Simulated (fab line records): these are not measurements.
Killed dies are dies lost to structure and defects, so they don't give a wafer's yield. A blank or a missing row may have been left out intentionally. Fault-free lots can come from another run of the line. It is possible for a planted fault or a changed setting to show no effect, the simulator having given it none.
Matching of chambers :: flow sky130 :: SKY_POLY_GATE_ETCH_16 on rie_diel-04: 4 sister chambers
The step etches Si3N4 in CH3F/O2, stops on poly-Si, time 147.5 s, target depth 75 nm. 8 wafers are shown with their chamber, then 7 later ones without.

== EACH WAFER AND ITS CHAMBER ==
wafer: L585.2
chamber: 3
drypump_motor_current_A (A): 6.5
throttle_valve_pct (%): 10.516

wafer: L588.1
chamber: 2
drypump_motor_current_A (A): 5.8
throttle_valve_pct (%): 10.528

wafer: L588.3
chamber: 0
drypump_motor_current_A (A): 6.0
throttle_valve_pct (%): 10.535

wafer: L589.1
chamber: 0
drypump_motor_current_A (A): 6.0
throttle_valve_pct (%): 10.528

wafer: L589.4
chamber: 1
drypump_motor_current_A (A): 5.5
throttle_valve_pct (%): 10.543

wafer: L589.6
chamber: 3
drypump_motor_current_A (A): 6.4
throttle_valve_pct (%): 10.532

wafer: L590.1
chamber: 1
drypump_motor_current_A (A): 5.5
throttle_valve_pct (%): 10.528

wafer: L590.3
chamber: 2
drypump_motor_current_A (A): 5.8
throttle_valve_pct (%): 10.550

== WAFERS WITHOUT THEIR CHAMBER ==
wafer: L590.5
drypump_motor_current_A (A): 6.0
throttle_valve_pct (%): 10.537

wafer: L598.1
drypump_motor_current_A (A): 5.5
throttle_valve_pct (%): 10.540

wafer: L598.4
drypump_motor_current_A (A): 5.9
throttle_valve_pct (%): 10.532

wafer: L598.6
drypump_motor_current_A (A): 6.5
throttle_valve_pct (%): 10.528

wafer: L599.2
drypump_motor_current_A (A): 6.1
throttle_valve_pct (%): 10.531

wafer: L599.3
drypump_motor_current_A (A): 6.5
throttle_valve_pct (%): 10.538

wafer: L599.6
drypump_motor_current_A (A): 5.5
throttle_valve_pct (%): 10.546

== THE CHAMBER EACH PASSED THROUGH ==
wafer: L590.5
from the rows above: 0
in truth: 0

wafer: L598.1
from the rows above: 1
in truth: 1

wafer: L598.4
from the rows above: can't be placed: 0 or 2
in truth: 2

wafer: L598.6
from the rows above: 3
in truth: 3

wafer: L599.2
from the rows above: 0
in truth: 0

wafer: L599.3
from the rows above: 3
in truth: 3

wafer: L599.6
from the rows above: 1
in truth: 1
Placed correctly: 6 of 7. Cannot be placed on the basis of these rows: 1; the candidates contain the true chamber in 1. Number placed wrongly: 0.
How it was worked out, from the rows above alone: a wafer's distance from a chamber is the root of the sum, over the readings, of the square of ((its reading less the chamber's mean) divided by the reading's scatter). If the next closest chamber is less than 2 further off than the closest, the wafer can't be placed; otherwise it belongs to the closest. For every chamber, the mean is computed from those of its wafers that are shown. How the scatter is found: for the shown wafers, subtract from each reading the mean of its chamber, square and add these, divide the total by (wafers less chambers), then take the root.
